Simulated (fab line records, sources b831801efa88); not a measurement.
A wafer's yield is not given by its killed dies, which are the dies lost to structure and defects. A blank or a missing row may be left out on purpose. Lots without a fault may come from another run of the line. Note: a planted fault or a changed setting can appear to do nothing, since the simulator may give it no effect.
Which of the tools did it? ; flow sfq_line ; 13 lots, 39 wafers sampled, at 1 step of a route of 325

## WHAT THE GAUGES READ, wafer by wafer
The record lacks any reading of a measuring or inspecting step that a usual standard deviation could be used to judge.

## WHICH TOOL RAN EACH LOT (tool, then ch and the chambers of the sampled wafers, then the start)
lot;SFQ_TRILAYER_M3_BARC_OPEN_METAL_ETCH_100
L549;rie_metal-04 ch 0,1, day 36 04:07
L550;rie_metal-04 ch 0,1, day 36 14:55
L551;rie_metal-01 ch 0,1, day 36 19:44
L553;rie_metal-04 ch 1, day 37 20:43
L554;rie_metal-02 ch 0,1, day 38 00:19
L555;rie_metal-01 ch 0, day 38 15:53
L556;rie_metal-01 ch 0,1, day 39 06:30
L558;rie_metal-01 ch 0,1, day 39 17:18
L561;rie_metal-04 ch 0,1, day 40 13:42
L568;rie_metal-04 ch 0,1, day 42 16:07
L570;rie_metal-02 ch 0,1, day 43 21:47
L571;rie_metal-04 ch 0,1, day 44 11:07
L572;rie_metal-04 ch 0,1, day 45 01:31
- SFQ_TRILAYER_M3_BARC_OPEN_METAL_ETCH_100: etches BARC in O2, target depth 125 nm, time 41.7 s.

## WHAT THE TOOLS THEMSELVES READ (means of the sampled wafers that have a number; where no wafer has one, the mark that the record gives instead)
SFQ_TRILAYER_M3_BARC_OPEN_METAL_ETCH_100.
lot;tool;bias_w (W);drypump_motor_current_A (A);oes_product_au (a.u.);run_length_s (s)
L549;rie_metal-04;79.82;5.4;0.682;70.4
L550;rie_metal-04;80.29;5.8;0.690;70.7
L551;rie_metal-01;80.02;5.3;0.686;70.4
L553;rie_metal-04;79.89;6.1;0.689;70.7
L554;rie_metal-02;79.85;5.5;0.681;69.7
L555;rie_metal-01;80.26;5.9;0.686;69.5
L556;rie_metal-01;79.66;5.5;0.686;73.1
L558;rie_metal-01;79.84;5.3;0.705;68.8
L561;rie_metal-04;80.06;5.8;0.688;70.7
L568;rie_metal-04;79.98;5.8;0.684;70.7
L570;rie_metal-02;79.95;5.5;0.687;69.9
L571;rie_metal-04;80.23;5.8;0.686;70.8
L572;rie_metal-04;80.33;5.8;0.684;70.6

## THE ANSWER, worked out from the rows above alone
Rule: the usual values come from the lots themselves. The widest of any qualifying gaps counts: lots, ordered by their means at a reading, are off when they make up no more than a third of the lots, leave a main group of 4 or more, and stand apart from it by 3 or more times the standard deviation of that group's means. The tables above print the reading to a certain number of digits; a main group whose means all agree to those digits is not used. Also off: a lot with no number at a reading for which 4 or more lots have one. Any other lot the step has rows for is counted as sound. First the gauges in route order, then the tools' own readings, where a lot's mean is used as printed above. At the first step where some lot is off, the reading lying furthest off is the one used; lots without a number count as furthest.
Off at SFQ_TRILAYER_M3_BARC_OPEN_METAL_ETCH_100 (oes_product_au): L558. For the main group the mean is 0.686 a.u. and the standard deviation 0.0026.
If a tool, at that step or one of the process steps before it, ran each lot that is off and ran no sound lot following the first of them, it fits. One fits: SFQ_TRILAYER_M3_BARC_OPEN_METAL_ETCH_100 on rie_metal-01. A fault onset in the window from L556 (day 39 06:30, its last sound lot) to L558 (day 39 17:18, its first lot off) fits.
The tool's own readings at SFQ_TRILAYER_M3_BARC_OPEN_METAL_ETCH_100 bear it out: on the lots that are off they differ by more than 5 times the standard deviation of the sound lots' means. oes_product_au reads 0.705 a.u. there against 0.686 a.u. on the sound lots.

## WHAT THE SIMULATOR HAD PUT IN
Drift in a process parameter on rie_metal-01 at SFQ_TRILAYER_M3_BARC_OPEN_METAL_ETCH_100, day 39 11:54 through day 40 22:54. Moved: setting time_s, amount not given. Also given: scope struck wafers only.
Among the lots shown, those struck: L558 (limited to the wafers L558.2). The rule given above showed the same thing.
